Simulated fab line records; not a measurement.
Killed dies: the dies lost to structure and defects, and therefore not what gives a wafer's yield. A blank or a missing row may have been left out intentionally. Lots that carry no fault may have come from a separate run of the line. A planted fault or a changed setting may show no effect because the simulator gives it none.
Chamber matching | flow sky130 | SKY_PASSIVATION_CVD_00 on pecvd-02 has 3 sister chambers
The step deposits SiO2, target thk 90 nm. 14 wafers are shown with their chamber, then 7 later ones without.

## WAFERS, EACH WITH ITS CHAMBER
wafer  | chamber | heater-power-w (W)
L576.4 | 0       | 479
L576.5 | 1       | 763
L576.6 | 2       | 664
L577.1 | 2       | 629
L577.3 | 1       | 760
L577.4 | 2       | 631
L579.1 | 1       | 710
L579.2 | 0       | 462
L579.6 | 1       | 723
L589.1 | 2       | 620
L589.2 | 0       | 521
L589.5 | 1       | 629
L592.1 | 0       | 475
L592.4 | 0       | 512

SIGNATURES (averages over the wafers above)
reading        | chamber 0 | chamber 1 | chamber 2 | scatter within a chamber
heater-power-w | 489.80    | 717.00    | 636.00    | 37.5
Rule: a wafer lies at a distance from a chamber equal to the root of the sum of squares, over the readings, of (its reading less the chamber's mean, divided by the reading's scatter). The wafer belongs to the nearest chamber; if the next one is less than 2 further off, it can't be placed. The scatter is the square root of a quotient: the sum, over the shown wafers, of each reading's squared deviation from its chamber's mean, divided by wafers minus chambers.

## WAFERS WITH NO CHAMBER GIVEN
wafer  | heater-power-w (W)
L592.5 | 653
L594.2 | 673
L594.3 | 426
L594.6 | 682
L595.1 | 467
L595.3 | 692
L595.6 | 697

## CHAMBER TAKEN BY EACH
wafer  | from the rows above     | in truth
L592.5 | can't be placed: 2 or 1 | 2
L594.2 | can't be placed: 2 or 1 | 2
L594.3 | 0                       | 0
L594.6 | can't be placed: 1 or 2 | 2
L595.1 | 0                       | 0
L595.3 | can't be placed: 1 or 2 | 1
L595.6 | can't be placed: 1 or 2 | 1
2 of 7 placed correctly. Cannot be placed on the basis of these rows: 5; the candidates contain the true chamber in 5. Number placed wrongly: 0.
